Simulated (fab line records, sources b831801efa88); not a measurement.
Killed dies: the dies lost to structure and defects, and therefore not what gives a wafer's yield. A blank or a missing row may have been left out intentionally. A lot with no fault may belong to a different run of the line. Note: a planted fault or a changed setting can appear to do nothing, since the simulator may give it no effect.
Chamber matching ; flow sky130 ; SKY_VIA1_ETCH_15 on rie_diel-02: 4 sister chambers
The step etches SiO2 in C4F8/O2/Ar, stops on TiN, target depth 351 nm, time 54 s. 8 wafers are shown with their chamber, then 10 later ones without.

## WAFERS WITH THEIR CHAMBER
wafer;chamber;oes_product_au (a.u.)
L082.4;2;0.993
L090.1;0;0.969
L090.6;3;0.964
L091.3;2;0.984
L091.5;1;0.977
L091.6;0;0.973
L092.1;3;0.974
L092.3;1;0.968

## WAFERS WITH NO CHAMBER GIVEN
wafer;oes_product_au (a.u.)
L092.6;0.991
L093.1;0.987
L093.4;0.986
L093.5;0.978
L094.1;0.980
L094.2;0.986
L094.3;0.976
L097.1;0.980
L097.4;0.975
L097.6;0.978

## THE CHAMBER EACH PASSED THROUGH
wafer;from the rows above;in truth
L092.6;2;2
L093.1;2;2
L093.4;can't be placed: 2 or 1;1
L093.5;can't be placed: 1 or 0 or 3 or 2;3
L094.1;can't be placed: 1 or 2 or 0 or 3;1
L094.2;can't be placed: 2 or 1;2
L094.3;can't be placed: 1 or 0 or 3 or 2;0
L097.1;can't be placed: 1 or 2 or 0 or 3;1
L097.4;can't be placed: 1 or 0 or 3 or 2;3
L097.6;can't be placed: 1 or 0 or 3 or 2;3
Placed correctly: 2 of 10. Not placeable from these rows: 8 (in 8, the candidates include the true chamber). Placed wrongly: 0.
How it was worked out, from the rows above alone: a wafer's distance from a chamber is the root of the sum, over the readings, of the square of ((its reading less the chamber's mean) divided by the reading's scatter). The wafer belongs to the nearest chamber; if the next one is less than 2 further off, it can't be placed. The mean given for a chamber averages the wafers shown for that chamber. The scatter is the square root of a quotient: the sum, over the shown wafers, of each reading's squared deviation from its chamber's mean, divided by wafers minus chambers.
